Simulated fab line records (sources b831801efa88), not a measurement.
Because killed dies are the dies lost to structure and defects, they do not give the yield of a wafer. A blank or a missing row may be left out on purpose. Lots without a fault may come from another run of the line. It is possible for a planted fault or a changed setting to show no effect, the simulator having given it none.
Chamber matching || flow sfq-line || SFQ_TRILAYER_A5B_DEP_PECVD_129 on pecvd-03 has 3 sister chambers
The step deposits SiO2 from SiH4/N2O, time 133.33 s, target thk 600 nm. 3 wafers are shown with their chamber, then 8 later ones without.

== WAFERS WITH THEIR CHAMBER ==
{"wafer": "L175.1", "chamber": 2, "throttle-valve-pct (%)": 27.2}
{"wafer": "L175.2", "chamber": 0, "throttle-valve-pct (%)": 25.3}
{"wafer": "L176.1", "chamber": 1, "throttle-valve-pct (%)": 26.5}

== WAFERS MISSING THEIR CHAMBER ==
{"wafer": "L176.5", "throttle-valve-pct (%)": 27.3}
{"wafer": "L176.6", "throttle-valve-pct (%)": 25.0}
{"wafer": "L179.2", "throttle-valve-pct (%)": 26.3}
{"wafer": "L179.4", "throttle-valve-pct (%)": 25.3}
{"wafer": "L179.6", "throttle-valve-pct (%)": 26.4}
{"wafer": "L180.2", "throttle-valve-pct (%)": 25.2}
{"wafer": "L180.3", "throttle-valve-pct (%)": 26.8}
{"wafer": "L180.4", "throttle-valve-pct (%)": 27.3}

== CHAMBER TAKEN BY EACH ==
{"wafer": "L176.5", "from the rows above": 2, "in truth": 2}
{"wafer": "L176.6", "from the rows above": 0, "in truth": 0}
{"wafer": "L179.2", "from the rows above": 1, "in truth": 1}
{"wafer": "L179.4", "from the rows above": 0, "in truth": 0}
{"wafer": "L179.6", "from the rows above": 1, "in truth": 1}
{"wafer": "L180.2", "from the rows above": 0, "in truth": 0}
{"wafer": "L180.3", "from the rows above": "can't be placed: 1 or 2", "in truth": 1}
{"wafer": "L180.4", "from the rows above": 2, "in truth": 2}
Correctly placed: 7 of 8. Unplaceable from these rows: 1, with the true chamber sitting among the candidates in 1. Placed wrongly: 0.
How it was worked out, from the rows above alone: a wafer's distance from a chamber is the root of the sum, over the readings, of the square of ((its reading less the chamber's mean) divided by the reading's scatter). The wafer belongs to the nearest chamber; if the next one is less than 2 further off, it can't be placed. The mean given for a chamber averages the wafers shown for that chamber. The scatter: with one shown wafer a chamber, the root of the mean of the squares of how far each hidden wafer lies from its nearest shown one.
